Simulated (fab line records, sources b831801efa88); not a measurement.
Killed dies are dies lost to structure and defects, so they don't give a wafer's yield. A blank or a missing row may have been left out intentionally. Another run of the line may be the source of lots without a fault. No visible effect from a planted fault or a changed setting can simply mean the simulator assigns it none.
Comparing a struck lot with a sound one    flow sky130    21 steps out of a route of 708
Sound: these wafers, L445.1, L445.2, L445.4. Wafers struck: L453.1, L453.2, L453.6. The cause is given at the end.
Per side, at each step with rows, come the tool, then ch with its chambers, and then its first start. Under that, the readings that differ: sound wafers    struck wafers    difference of the means    sigmas: that difference in standard deviations of wafers without a fault.
alike: same words and numbers on both sides, and readings whose means sit less than 2 such deviations apart. not compared: any withheld reading, any reading some wafer has no value for, any bound like >300 that may hide the same value, and any number with overlapping values for which the record gives no deviation.
Wherever a step has rows on one side only, a row that says differs or no value, or a row with sigmas, the two part there. Non-overlapping numbers with no deviation appear without sigmas and do not part them. A reading that every wafer of one side lacks parts them only if that side has two wafers or more.

first, 1 step without rows for these wafers: SKY_RES_XHIGH_IMPLANT_07.
SKY_RES_XHIGH_STRIP_08: strips in O2/N2.
  sound on plasmaAsher-04 ch 0,1, day 29 12:21; struck on plasmaAsher-02 ch 0,1, day 31 22:00
  alike: drypumpMotorCurrentA, oesProductAu, stripTimeToEndpointS
  not compared: rfHoursCounterH
SKY_RES_XHIGH_TW_MEAS_09:
  struck on filmMetro-01, day 31 22:06; sound on filmMetro-01, day 29 12:27
  alike: RES_XHIGH_TW
then, 7 steps without rows for these wafers: SKY_SD_N_DEHYDRATE_00 (time 60 s); SKY_SD_N_HMDS_01 (prime time 60 s); SKY_SD_N_COAT_02 (resist thk 1140 nm); SKY_SD_N_SOFTBAKE_03 (time 60 s); SKY_SD_N_EXPOSE_04 (exposes mask NSDM, target cd 380 nm); SKY_SD_N_PEB_05; SKY_SD_N_DEVELOP_06 (develop time 60 s).
SKY_SD_N_CD_MEAS_07: target cd 380 nm.
  struck on cdSem-01, day 33 01:14; sound on cdSem-01, day 30 16:19
  alike: cdNm
SKY_SD_N_OVL_MEAS_08:
  struck on overlay-02, day 33 01:22; sound on overlay-02, day 30 16:26
  alike: SD_N_OVL
SKY_SD_N_IMPLANT_09:
  sound on implanter-04 ch 0, day 30 16:28; struck on implanter-01 ch 0, day 33 01:23
reading                        sound                       struck                      difference  sigmas
endStationPressureTorr (Torr)  1.53e-05 1.47e-05 1.33e-05  5.54e-05 5.74e-05 5.55e-05  +4.17e-05   +26
following that, these wafers have no rows for 1 step: SKY_SD_N_IMPLANT_10.
SKY_SD_N_STRIP_11: strips in O2/N2.
  sound on plasmaAsher-01 ch 0,1, day 30 16:46; struck on plasmaAsher-03 ch 0,1, day 33 01:41
reading                   sound              struck             difference  sigmas
stripTimeToEndpointS (s)  22.55 22.53 22.56  23.06 23.04 23.04  +0.50       +11
  alike: drypumpMotorCurrentA, oesProductAu
  not compared: rfHoursCounterH
SKY_SD_N_TW_MEAS_12:
  struck on filmMetro-02, day 33 01:47; sound on filmMetro-01, day 30 16:52
  alike: SD_N_TW
then, 1 step without rows for these wafers: SKY_SD_N_CLEAN_13 (cleans in SC1/SC2, time 150 s).
SKY_SD_N_RTA_14: time 2 s.
  sound on rtpAnneal-02 ch 0, day 30 16:59; struck on rtpAnneal-02 ch 0, day 33 01:54
  alike: lampPowerPct, wafer_temp_C_max
SKY_SD_N_RS_MEAS_16: measures by four-point-probe.
  struck on filmMetro-04, day 33 02:05; sound on filmMetro-04, day 30 17:09
reading           sound              struck             difference  sigmas
SD_N_RS (ohm/sq)  68.50 68.72 68.64  67.17 67.38 67.24  -1.36       -10
SKY_SD_N_RS_MEAS_17: measures by four-point-probe.
  struck on filmMetro-04, day 33 02:12; sound on filmMetro-04, day 30 17:16
  alike: SD_P_RS
-- a jump in the record: the struck wafers' starts before and after are 16 days apart (it breaks off in module SD_N and resumes in module PAD_OPEN, where the first step shown is number 708 of the route) --
SKY_PAD_OPEN_PROBE_99:
  struck on prober-02, day 49 12:45; sound on prober-02, day 47 21:39
reading                         sound              struck             difference  sigmas
model.etest.resNdiff.lineOhmUm  744.5 767.2 745.4  733.7 732.5 735.5  -18.5       
model.etest.liconNdiff.rcOhm    188.8 193 190.4    175.3 166.4 172.2  -19.4       
model.etest.resNdiffHv.rsOhmSq  112.8 111.8 112.8  107.9 108.3 108    -4.4        
model.etest.resNdiff.rsOhmSq    118.5 119.5 118.7  114.3 114.3 113.7  -4.8        
  alike: killed_at_M0_to_M3, killed_at_M4_up, killedAtContacts, killedAtFrontEnd, killedAtOther, killedDies, killedOpen, killedShort

## WHERE THEY PART
Earliest at SKY_SD_N_IMPLANT_09; latest, in this record, at SKY_SD_N_RS_MEAS_16. Later steps at which nothing parts them and some readings are alike: SKY_SD_N_RS_MEAS_17, SKY_PAD_OPEN_PROBE_99.

WHY: whatever the simulator had introduced
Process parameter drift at SKY_SD_N_IMPLANT_09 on implanter-01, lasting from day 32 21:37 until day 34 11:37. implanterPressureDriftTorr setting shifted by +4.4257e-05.
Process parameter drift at SKY_SD_N_IMPLANT_09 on implanter-01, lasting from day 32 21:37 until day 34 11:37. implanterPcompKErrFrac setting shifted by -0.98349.
